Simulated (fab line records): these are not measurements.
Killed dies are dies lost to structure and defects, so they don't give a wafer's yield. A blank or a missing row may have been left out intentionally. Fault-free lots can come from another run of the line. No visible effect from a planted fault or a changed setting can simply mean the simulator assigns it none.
Chamber matching    flow sfq-line    4 sister chambers for SFQ_TRILAYER_I1_CMP_CMP_046 on cmp-01
The step polishes SiO2. 4 wafers are shown with their chamber, then 8 later ones without.

WAFERS, EACH WITH ITS CHAMBER
wafer   chamber  motor-current-A (A)
L702.3  1        12.2
L711.5  3        11.8
L711.6  0        11.9
L713.3  2        9.4

WAFERS WITHOUT THEIR CHAMBER
wafer   motor-current-A (A)
L713.5  12.0
L713.6  11.6
L714.3  11.2
L714.1  11.7
L714.2  9.9
L717.1  11.1
L717.2  9.7
L717.5  11.4

EACH ONE'S CHAMBER
wafer   from the rows above           in truth
L713.5  can't be placed: 0 or 1 or 3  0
L713.6  can't be placed: 3 or 0 or 1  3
L714.3  can't be placed: 3 or 0 or 1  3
L714.1  can't be placed: 3 or 0 or 1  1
L714.2  2                             2
L717.1  can't be placed: 3 or 0 or 1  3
L717.2  2                             2
L717.5  can't be placed: 3 or 0 or 1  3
Correctly placed: 2 of 8. Not placeable from these rows: 6 (in 6, the candidates include the true chamber). Wrongly placed: 0.
How it was worked out, from the rows above alone: a wafer's distance from a chamber is the root of the sum, over the readings, of the square of ((its reading less the chamber's mean) divided by the reading's scatter). If the next closest chamber is less than 2 further off than the closest, the wafer can't be placed; otherwise it belongs to the closest. For every chamber, the mean is computed from those of its wafers that are shown. The scatter (one wafer shown for each chamber): square how far every hidden wafer sits from the nearest shown wafer, average those squares and take the square root.
